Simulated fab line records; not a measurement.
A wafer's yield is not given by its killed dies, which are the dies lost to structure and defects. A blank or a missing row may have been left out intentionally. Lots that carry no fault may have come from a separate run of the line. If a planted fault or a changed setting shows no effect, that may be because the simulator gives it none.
Comparing a struck lot with a sound one	flow sky130	28 out of 708 route steps
Sound: these wafers, L168.2, L168.3, L168.5. Struck: wafers L175.1, L175.2 (left out: L175.3, a lot-mate that was not struck); the cause follows at the end.
Order at every step that has rows: each side's tool, ch and its chambers, its first start. Under that, the readings that differ: sound wafers	struck wafers	difference of the means	sigmas: that difference in standard deviations of wafers without a fault.
alike: same words and numbers on both sides, and readings whose means sit less than 2 such deviations apart. not compared: any withheld reading, any reading some wafer has no value for, any bound like >300 that may hide the same value, and any number with overlapping values for which the record gives no deviation.
Wherever a step has rows on one side only, a row that says differs or no value, or a row with sigmas, the two part there. Numbers that have no deviation but don't overlap get no sigmas and don't part them. A reading missing from all wafers of one side parts the sides only when that side holds two or more wafers.

first, 1 step without rows for these wafers: SKY_VIA3_SPUTTER_20 (material TiN, target thk 20 nm, time 80 s).
SKY_VIA3_CVD_21: deposits W, target thk 390 nm, time 117.31 s.
  sound on cvd_w-01 ch 0,1, day 40 16:03; struck on cvd_w-02 ch 0,1, day 42 10:53
  alike: heater_power_w
SKY_VIA3_RS_MEAS_22: a four-point-probe measurement.
  struck on film_metro-01, day 42 11:04; sound on film_metro-01, day 40 16:11
  alike: VIA3_W_RS
SKY_VIA3_THK_MEAS_23: measures by xrf.
  struck on film_metro-01, day 42 11:11; sound on film_metro-01, day 40 16:18
  alike: VIA3_W_THK
SKY_VIA3_CMP_24: polishes, stops on SiO2, t overpolish 20 s, target thk 0 nm.
  sound on cmp-02 ch 1,2,3, day 40 16:23; struck on cmp-01 ch 1,2, day 42 11:18
  alike: motor_current_A, overpolish_run_s, time_to_endpoint_s
then, 1 step without rows for these wafers: SKY_METAL4_SPUTTER_00 (material Ti, target thk 15 nm, time 10 s).
SKY_METAL4_SPUTTER_01: material TiN, target thk 20 nm, time 16.7 s.
  struck on pvd_sputter-01, day 42 11:34; sound on pvd_sputter-03, day 40 16:42
  alike: throttle_valve_pct
then, 1 step without rows for these wafers: SKY_METAL4_SPUTTER_02 (material AlCu, target thk 735 nm, time 39.1 s).
SKY_METAL4_SPUTTER_03: material Ti, target thk 5 nm, time 3.3 s.
  struck on pvd_sputter-01, day 42 11:38; sound on pvd_sputter-03, day 40 16:46
  alike: throttle_valve_pct
then, 1 step without rows for these wafers: SKY_METAL4_SPUTTER_04 (material TiN, target thk 70 nm, time 58.3 s).
SKY_CAP2M_CVD_00: deposits SiO2, target thk 15.5 nm.
  sound on pecvd-01 ch 0,2, day 40 16:50; struck on pecvd-03 ch 1,2, day 42 11:42
  alike: heater_power_w
SKY_CAP2M_THK_MEAS_01:
  struck on film_metro-04, day 42 11:43; sound on film_metro-02, day 40 16:53
  alike: CAP2M_CVD_00_THK
SKY_CAP2M_SPUTTER_02: material TiN, target thk 200 nm, time 166.7 s.
  struck on pvd_sputter-02, day 42 11:47; sound on pvd_sputter-02, day 40 16:56
reading	sound	struck	difference	sigmas
model.TiN_of_CAP2M_SPUTTER_02.thk_nm (nm)	195.5 195.6 195.4	280.2 278.3	+83.8	
  alike: throttle_valve_pct
SKY_CAP2M_RS_MEAS_03: a four-point-probe measurement.
  struck on film_metro-02, day 42 11:53; sound on film_metro-04, day 40 17:04
reading	sound	struck	difference	sigmas
CAP2M_TIN_RS (ohm/sq)	7.06 7.07 7.06	4.88 4.93	-2.16	-24
SKY_CAP2M_THK_MEAS_04: measures by xrf.
  struck on film_metro-02, day 42 12:01; sound on film_metro-04, day 40 17:10
reading	sound	struck	difference	sigmas
CAP2M_TIN_THK (nm)	202 202 203	285 281	+81	+27
then, 7 steps without rows for these wafers: SKY_CAP2M_DEHYDRATE_05 (time 60 s); SKY_CAP2M_HMDS_06 (prime time 60 s); SKY_CAP2M_COAT_07 (resist thk 1140 nm); SKY_CAP2M_SOFTBAKE_08 (time 60 s); SKY_CAP2M_EXPOSE_09 (exposes mask CAP2M, target cd 1000 nm); SKY_CAP2M_PEB_10; SKY_CAP2M_DEVELOP_11 (develop time 60 s).
SKY_CAP2M_OVL_MEAS_12:
  struck on overlay-01, day 43 10:46; sound on overlay-01, day 41 16:56
reading	sound	struck	difference	sigmas
CAP2M_OVL (nm)	-1.6 -1.8 -2.3	0.9 2.8	+3.8	+3
SKY_CAP2M_METAL_ETCH_13: etches TiN in Cl2/BCl3, stops on SiO2, target depth 220 nm, time 62.9 s.
  sound on rie_metal-02 ch 0,1, day 41 16:58; struck on rie_metal-04 ch 0,1, day 43 10:49
reading	sound	struck	difference	sigmas
oes_product_au (a.u.)	0.924 0.932 0.928	0.988 1.006	+0.069	+8
throttle_valve_pct (%)	21.916 21.927 21.916	21.877 21.860	-0.051	-5
  alike: bias_w, drypump_motor_current_A, he_backside_leak_sccm
  not compared: rf_hours_counter_h
then, 1 step without rows for these wafers: SKY_CAP2M_STRIP_14 (strips in O2/N2).
SKY_CAP2M_STRIP_15: strips in post etch residue remover, time 1200 s.
  sound on wet_bench-04 ch 1, day 41 17:08; struck on wet_bench-04 ch 1, day 43 10:59
reading	sound	struck	difference	sigmas
model.TiN_of_CAP2M_SPUTTER_02.thk_nm (nm)	195.1 195.2 195	279.8 277.9	+83.8	
then, 1 step without rows for these wafers: SKY_CAP2M_CLEAN_16 (cleans in IPA, time 180 s).
-- the record jumps here: 5 days lie between the struck wafers' starts before and after (it left off in module CAP2M and takes up again in module PAD_OPEN, whose first step shown is number 708 of the route) --
SKY_PAD_OPEN_PROBE_99:
  only the struck wafers here have rows in the record (prober-02, day 48 01:52); the sound ones have none

== WHERE THEY PART ==
Last at SKY_PAD_OPEN_PROBE_99 as far as this record goes, first at SKY_CAP2M_RS_MEAS_03.

WHY: whatever the simulator had introduced
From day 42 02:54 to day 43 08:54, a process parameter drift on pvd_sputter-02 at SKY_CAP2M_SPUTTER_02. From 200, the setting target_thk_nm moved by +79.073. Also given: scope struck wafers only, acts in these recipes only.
